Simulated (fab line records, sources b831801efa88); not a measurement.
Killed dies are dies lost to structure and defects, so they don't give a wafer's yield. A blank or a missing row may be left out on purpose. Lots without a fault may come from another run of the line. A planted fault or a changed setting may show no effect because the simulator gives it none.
fab line records | flow sky130
record lots=11 wafers=33 last_day=50
route steps=708 shown RES_XHIGH@339 LI_CONTACT@374 PAD_OPEN@708
lots that met no fault: from a run of the same line without faults
start_h: hours from the record's first day to the start of the lot's first wafer shown | wait_h: hours since the lot's step before | " the same as in the row above | L1.1+2: a row that stands for several wafers | - no value, or no start given | * or withheld: withheld | < > ~ a bound
route shown NAME@n: a module of which the file shows steps, and the number in the route of the first | usual: mean/standard deviation of fault-free wafers | same: alike in all rows | chamber/n: place in a boat | sites: the reading at each site | _std_site: their standard deviation | _edge_site: outer sites' mean less inner sites' | radius_mm: how far each site lies from the wafer's centre | mask NAME#n: copy n | behind: the tool/chamber that last shaped the wafer | hold: why the lot was held/for how many hours/how that ended | device: the transistor (n, p or np) that didn't switch | end of line: the same wafers' tests at the end of the route | a step without rows: its recipe alone | killed: dies lost to structure and defects at the first sort, not the wafer's yield | map: a wafer's dies, x killed, . not, _ none there
set.NAME: the setting as run; set.NAME@STEP: as run at that earlier step | model.NAME: the simulator's own value behind a step, which no gauge read
steps of the route over a sample of lots; a table a step, a row a wafer
services: from which hour (start_h, from the record's first day; less than 0 if before it) a tool's chamber was out of use, for how many hours, and why
## steps
# step SKY_RES_XHIGH_IMPLANT_07
# recipe species=BF2 energy_kev=20 dose_cm2=3.6e+14 tilt_deg=0
# columns lot.wafer tool chamber start_h wait_h
L708.2+3+4 implanter-01 0 626.16 0.1
L711.2+3+4 implanter-04 0 652.00 0.1
L714.2+4+6 implanter-01 0 680.16 0.1
L716.1+3+4 implanter-03 0 695.38 0.1
L717.1+2+5 implanter-01 0 699.83 0.1
L717.1+2+5 implanter-01 0 700.15 0.3
L718.1+3+6 implanter-01 0 703.26 0.1
L718.1+3+6 implanter-01 0 703.58 0.3
L720.1+3+4 implanter-01 0 726.26 0.1
L720.1+3+4 implanter-01 0 726.58 0.3
L721.3+5+6 implanter-03 0 730.73 0.1
L729.2+4+5 implanter-03 0 787.84 0.1
L728.2+5+6 implanter-01 0 788.74 0.1
L730.3+4+5 implanter-04 0 793.83 0.1
# step SKY_RES_XHIGH_STRIP_08
# recipe chemistry=O2/N2 power_w=1400 pressure_mtorr=1500 platen_temp_c=withheld o2_flow_sccm=3000 n2_flow_sccm=300 overash_fraction=0.5
# usual drypump_motor_current_A=5.7/0.48 oes_product_au=0.712/0.0042 strip_time_to_endpoint_s=14.26/0.036
# same overash_fraction=0.5
# columns lot.wafer tool chamber start_h wait_h drypump_motor_current_A oes_product_au rf_hours_counter_h strip_time_to_endpoint_s
L708.2 plasma_asher-01 0 626.28 0.1 5.2 0.708 17 14.29
L708.3 " 0 " " 5.3 0.715 - 14.26
L708.4 " 1 " " 5.3 0.699 - 14.25
L711.2 plasma_asher-02 1 652.13 0.1 5.4 0.716 93 14.20
L711.3 " 0 " " 5.7 0.722 - 14.25
L711.4 " 1 " " 5.4 0.718 - 14.20
L714.2 plasma_asher-02 0 680.28 0.1 5.7 0.710 96 14.31
L714.4 " 1 " " 5.4 0.714 - 14.28
L714.6 " 1 " " 5.4 0.715 - 14.28
L716.1 plasma_asher-01 0 695.53 0.1 5.3 0.704 25 14.27
L716.3 " 0 " " 5.3 0.718 - 14.23
L716.4 " 1 " " 5.3 0.715 - 14.27
L717.1 plasma_asher-02 0 700.30 0.1 5.7 0.692 98 15.02
L717.2 " 1 " " 5.4 0.688 98 15.03
L717.5 " 1 " " 5.4 0.690 - 15.01
L718.1 plasma_asher-03 0 703.73 0.1 5.9 0.684 61 14.96
L718.3 " 0 " " 5.9 0.684 - 14.95
L718.6 " 0 " " 5.9 0.678 - 15.05
L720.1 plasma_asher-01 0 726.87 0.3 5.2 0.680 28 15.09
L720.3 " 1 " " 5.3 0.690 - 15.01
L720.4 " 0 " " 5.2 0.689 - 15.09
L721.3 plasma_asher-02 0 730.86 0.1 5.7 0.711 - 14.29
L721.5 " 0 " " 5.7 0.710 - 14.26
L721.6 " 1 " " 5.4 0.714 - 14.31
L729.2 plasma_asher-01 0 787.96 0.1 5.3 0.708 34 14.33
L729.4 " 1 " " 5.3 0.715 - 14.31
L729.5 " 0 " " 5.3 0.717 - 14.34
L728.2 plasma_asher-01 1 788.86 0.1 5.3 0.706 34 14.25
L728.5 " 0 " " 5.3 0.712 - 14.25
L728.6 " 1 " " 5.3 0.716 - 14.24
L730.3 plasma_asher-01 0 793.96 0.1 5.2 0.714 - 14.25
L730.4 " 1 " " 5.3 0.709 - 14.25
L730.5 " 1 " " 5.3 0.710 - 14.23
# step SKY_RES_XHIGH_TW_MEAS_09
# usual RES_XHIGH_TW=1636/9.7
# columns lot.wafer tool chamber start_h wait_h RES_XHIGH_TW
L708.2 film_metro-03 - 626.39 0.1 1655
L708.3 " - " " 1646
L708.4 " - " " 1653
L711.2 film_metro-02 - 652.24 0.1 1637
L711.3 " - " " 1635
L711.4 " - " " 1639
L714.2 film_metro-03 - 680.39 0.1 1642
L714.4 " - " " 1645
L714.6 " - " " 1642
L716.1 film_metro-03 - 695.63 0.1 1651
L716.3 " - " " 1640
L716.4 " - " " 1635
L717.1 film_metro-03 - 700.40 0.1 2024
L717.2 " - " " 2015
L717.5 " - " " 2026
L718.1 film_metro-03 - 703.83 0.1 2006
L718.3 " - " " 2004
L718.6 " - " " 2015
L720.1 film_metro-01 - 726.97 0.1 1999
L720.3 " - " " 2004
L720.4 " - " " 2002
L721.3 film_metro-02 - 730.95 0.1 1618
L721.5 " - " " 1621
L721.6 " - " " 1639
L729.2 film_metro-02 - 788.07 0.1 1634
L729.4 " - " " 1633
L729.5 " - " " 1629
L728.2 film_metro-02 - 788.97 0.1 1625
L728.5 " - " " 1629
L728.6 " - " " 1623
L730.3 film_metro-02 - 794.05 0.1 1626
L730.4 " - " " 1633
L730.5 " - " " 1628
# step SKY_SD_N_RS_MEAS_18
# recipe thk_meas_gauge=four-point-probe
# usual RES_XHIGH_RS=333.2/1.3
# columns lot.wafer tool chamber start_h wait_h RES_XHIGH_RS[ohm/sq]
L708.2 film_metro-03 - 655.45 0.1 331.8
L708.3 " - " " 332.2
L708.4 " - " " 332.4
L711.2 film_metro-01 - 681.83 0.1 332.3
L711.3 " - " " 333.6
L711.4 " - " " 332.9
L714.2 film_metro-02 - 709.17 0.1 333.8
L714.4 " - " " 334.4
L714.6 " - " " 332.6
L716.1 film_metro-03 - 724.49 0.1 334.9
L716.3 " - " " 333.3
L716.4 " - " " 335.0
L717.1 film_metro-03 - 729.03 0.1 203.2
L717.2 " - " " 203.7
L717.5 " - " " 204.2
L718.1 film_metro-02 - 732.29 0.1 204.7
L718.3 " - " " 204.5
L718.6 " - " " 204.8
L720.1 film_metro-01 - 755.14 0.1 204.0
L720.3 " - " " 203.9
L720.4 " - " " 204.0
L721.3 film_metro-02 - 760.08 0.1 332.3
L721.5 " - " " 333.2
L721.6 " - " " 332.7
L729.2 film_metro-03 - 816.33 0.1 330.8
L729.4 " - " " 331.4
L729.5 " - " " 331.7
L728.2 film_metro-03 - 817.12 0.1 333.7
L728.5 " - " " 332.8
L728.6 " - " " 333.9
L730.3 film_metro-02 - 821.06 0.1 333.7
L730.4 " - " " 332.7
L730.5 " - " " 333.6
# step SKY_LI_CONTACT_CD_MEAS_12
# recipe target_cd_nm=170
# usual cd_nm=169.1/1.6
# columns lot.wafer tool chamber start_h wait_h cd_nm
L708.2 cd_sem-02 - 684.13 - 169.4
L708.3 " - " " 168.6
L708.4 " - " " 168.7
L711.2 cd_sem-02 - 710.43 - 167.9
L711.3 " - " " 167.9
L711.4 " - " " 168.3
L714.2 cd_sem-02 - 737.38 - 172.2
L714.4 " - " " 171.5
L714.6 " - " " 172.1
L716.1 cd_sem-01 - 752.61 - 166.6
L716.3 " - " " 168.0
L716.4 " - " " 167.8
L717.1 cd_sem-02 - 758.03 - 169.4
L717.2 " - " " 169.3
L717.5 " - " " 170.2
L718.1 cd_sem-01 - 760.48 - 168.0
L718.3 " - " " 167.7
L718.6 " - " " 168.9
L720.1 cd_sem-02 - 782.51 - 166.9
L720.3 " - " " 168.3
L720.4 " - " " 168.6
L721.3 cd_sem-02 - 787.72 - 166.5
L721.5 " - " " 167.3
L721.6 " - " " 168.2
L729.2 cd_sem-02 - 843.13 - 169.5
L729.4 " - " " 169.2
L729.5 " - " " 170.0
L728.2 cd_sem-02 - 843.98 - 171.2
L728.5 " - " " 171.5
L728.6 " - " " 171.0
L730.3 cd_sem-02 - 847.30 - 168.5
L730.4 " - " " 167.9
L730.5 " - " " 168.5
# step SKY_LI_CONTACT_ETCH_15
# recipe target=PSG chemistry=C4F8/O2/Ar stop_on=Si taper_deg=4.15 mask_material=KrF-thick source_w=1500 bias_w=1200 pressure_mtorr=40 c4f8_flow_sccm=withheld O2_flow_sccm=6 Ar_flow_sccm=300 time_s=withheld target_depth_a=6000
# usual bias_w=1200/3.4 oes_product_au=0.836/0.0047
# columns lot.wafer tool chamber start_h wait_h bias_w oes_product_au
L708.2 rie_diel-04 1 684.30 0.0 1199 0.829
L708.3 " 0 " " 1199 0.833
L708.4 " 0 " " 1204 0.836
L711.2 rie_diel-04 3 710.61 0.0 1210 0.843
L711.3 " 2 " " 1202 0.839
L711.4 " 0 " " 1203 0.832
L714.2 rie_diel-03 0 737.56 0.0 1197 0.838
L714.4 " 1 " " 1200 0.834
L714.6 " 2 " " 1194 0.842
L716.1 rie_diel-04 1 752.80 0.0 1203 0.834
L716.3 " 0 " " 1199 0.846
L716.4 " 2 " " 1202 0.832
L717.1 rie_diel-04 3 758.23 0.0 1195 0.834
L717.2 " 1 " " 1192 0.833
L717.5 " 3 " " 1198 0.833
L718.1 rie_diel-03 1 760.68 0.0 1202 0.850
L718.3 " 2 " " 1195 0.839
L718.6 " 3 " " 1203 0.843
L720.1 rie_diel-04 3 782.70 0.0 1198 0.842
L720.3 " 0 " " 1206 0.831
L720.4 " 2 " " 1205 0.839
L721.3 rie_diel-03 0 787.88 0.0 1206 0.840
L721.5 " 1 " " 1202 0.829
L721.6 " 2 " " 1200 0.834
L729.2 rie_diel-04 2 843.31 0.0 1199 0.835
L729.4 " 0 " " 1203 0.840
L729.5 " 0 " " 1194 0.837
L728.2 rie_diel-02 1 844.16 0.0 1204 0.834
L728.5 " 3 " " 1202 0.841
L728.6 " 1 " " 1209 0.834
L730.3 rie_diel-04 2 847.45 0.0 1200 0.833
L730.4 " 3 " " 1200 0.837
L730.5 " 2 " " 1195 0.832
# step SKY_LI_CONTACT_RS_MEAS_22
# recipe thk_meas_gauge=four-point-probe reads=W_of_LI_CONTACT_CVD_21+TiN_of_LI_CONTACT_SPUTTER_20+Ti_of_LI_CONTACT_SPUTTER_19
# usual LI_CONTACT_W_RS=0.284/0.0034
# columns lot.wafer tool chamber start_h wait_h LI_CONTACT_W_RS[ohm/sq]
L708.2 film_metro-03 - 684.97 0.1 0.285
L708.3 " - " " 0.284
L708.4 " - " " 0.279
L711.2 film_metro-01 - 711.29 0.1 0.284
L711.3 " - " " 0.285
L711.4 " - " " 0.286
L714.2 film_metro-02 - 738.22 0.1 0.284
L714.4 " - " " 0.283
L714.6 " - " " 0.281
L716.1 film_metro-01 - 753.57 0.2 0.289
L716.3 " - " " 0.288
L716.4 " - " " 0.287
L717.1 film_metro-03 - 758.87 0.1 0.283
L717.2 " - " " 0.277
L717.5 " - " " 0.280
L718.1 film_metro-02 - 761.32 0.1 0.283
L718.3 " - " " 0.283
L718.6 " - " " 0.283
L720.1 film_metro-02 - 783.47 0.2 0.288
L720.3 " - " " 0.285
L720.4 " - " " 0.287
L721.3 film_metro-01 - 788.58 0.1 0.278
L721.5 " - " " 0.278
L721.6 " - " " 0.281
L729.2 film_metro-01 - 844.01 0.1 0.284
L729.4 " - " " 0.284
L729.5 " - " " 0.284
L728.2 film_metro-01 - 844.82 0.1 0.283
L728.5 " - " " 0.285
L728.6 " - " " 0.285
L730.3 film_metro-03 - 848.14 0.1 0.282
L730.4 " - " " 0.285
L730.5 " - " " 0.283
# step SKY_PAD_OPEN_PROBE_99
# usual killed_at_M0_to_M3=45/7.2 killed_at_M4_up=3.0/1.8 killed_at_contacts=25/6.1 killed_at_front_end=14/4.4 killed_at_other=0.2/0.44 killed_dies=88/10 killed_on_rim=17/3.5 killed_open=48/7.4 killed_short=40/6.3
# same gross_dies=492 killed_at_back_side=0
# columns lot.wafer tool chamber start_h wait_h killed_at_M0_to_M3 killed_at_M4_up killed_at_contacts killed_at_front_end killed_at_other killed_dies killed_on_rim killed_open killed_short
L720.1 prober-02 - 1152.81 0.1 39 5 34 24 1 103 21 65 38
L720.3 prober-02 - 1152.91 0.2 55 0 35 15 1 106 22 60 46
L720.4 prober-02 - 1152.96 0.2 51 2 35 10 0 98 17 60 38
# killed by level:class
L720.1 CONTACT:geometric_particle:open=17 VIA1:geometric_particle:open=9 VIA3:geometric_particle:open=9 FIELD_ISO:geometric_particle:open=7 LI_CONTACT:geometric_particle:open=6 POLY_GATE:geometric_particle:short=5 CONTACT:geometric_particle:short=5 VIA2:geometric_particle:open=5
L720.3 VIA3:geometric_particle:open=12 CONTACT:geometric_particle:open=10 LOCAL_INTERCONNECT:geometric_particle:short=10 VIA2:geometric_particle:open=9 VIA1:geometric_particle:open=9 FIELD_ISO:geometric_particle:open=6 LI_CONTACT:geometric_particle:open=6 CONTACT:geometric_particle:short=5
L720.4 CONTACT:geometric_particle:open=15 LI_CONTACT:geometric_particle:open=10 VIA3:geometric_particle:open=9 METAL1:geometric_particle:short=8 VIA2:geometric_particle:open=8 VIA1:geometric_particle:open=7 FIELD_ISO:geometric_particle:open=5 CONTACT:geometric_particle:short=5
## services
# columns tool chamber start_h hours kind
rie_diel-04 0 619.54 2.6 repair
rie_diel-03 3 637.20 29.0 repair
rie_diel-03 1 646.40 21.6 repair
implanter-04 - 648.87 0.6 repair
implanter-01 - 654.81 5.5 pm
rie_diel-03 0 678.72 16.5 repair
implanter-03 - 680.02 1.8 repair
rie_diel-04 2 681.67 4.1 repair
rie_diel-04 - 707.94 0.9 repair
rie_diel-04 0 712.58 11.5 repair
plasma_asher-03 - 719.81 0.5 repair
plasma_asher-03 - 724.72 9.7 repair
plasma_asher-02 - 733.75 9.0 pm
rie_diel-02 2 747.14 8.9 repair
implanter-03 - 752.46 6.2 pm
plasma_asher-01 - 758.28 3.2 repair
implanter-04 - 791.01 2.4 repair
rie_diel-03 2 795.06 4.8 repair
rie_diel-03 - 803.47 15.6 pm
implanter-04 - 806.19 3.4 pm
rie_diel-04 3 810.05 1.5 repair
plasma_asher-02 - 812.97 2.8 pm
implanter-01 - 828.70 0.9 repair
rie_diel-02 1 834.85 6.6 repair
## key
first_sign step=SKY_RES_XHIGH_IMPLANT_07 reading=visit direction=added
effect step=SKY_RES_XHIGH_STRIP_08 reading=strip_time_to_endpoint_s direction=up sigmas=21 usual=* struck=*
effect step=SKY_RES_XHIGH_TW_MEAS_09 reading=RES_XHIGH_TW direction=up sigmas=39 usual=1636 struck=2010
effect step=SKY_SD_N_RS_MEAS_18 reading=RES_XHIGH_RS direction=down sigmas=97 usual=333.2 struck=204.1
met_at SKY_RES_XHIGH_IMPLANT_07
struck_lots L717,L718,L720
tester_left_out L717,L718,L720
not_acting_at SKY_LI_CONTACT_CD_MEAS_12,SKY_LI_CONTACT_ETCH_15,SKY_LI_CONTACT_RS_MEAS_22
fault kind=repeated_step_whole tool=implanter-01,implanter-03,implanter-04 chamber=- onset_h=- steps=SKY_RES_XHIGH_IMPLANT_07 times=1 scope=struck_lots_only
# tester_left_out: of these lots the tester's yield and bins aren't shown, on N5 and GAA mostly nor the transistor test; their killed dies are dies lost to structure and defects alone, not to doping, threshold or leakage, so they don't give the yield
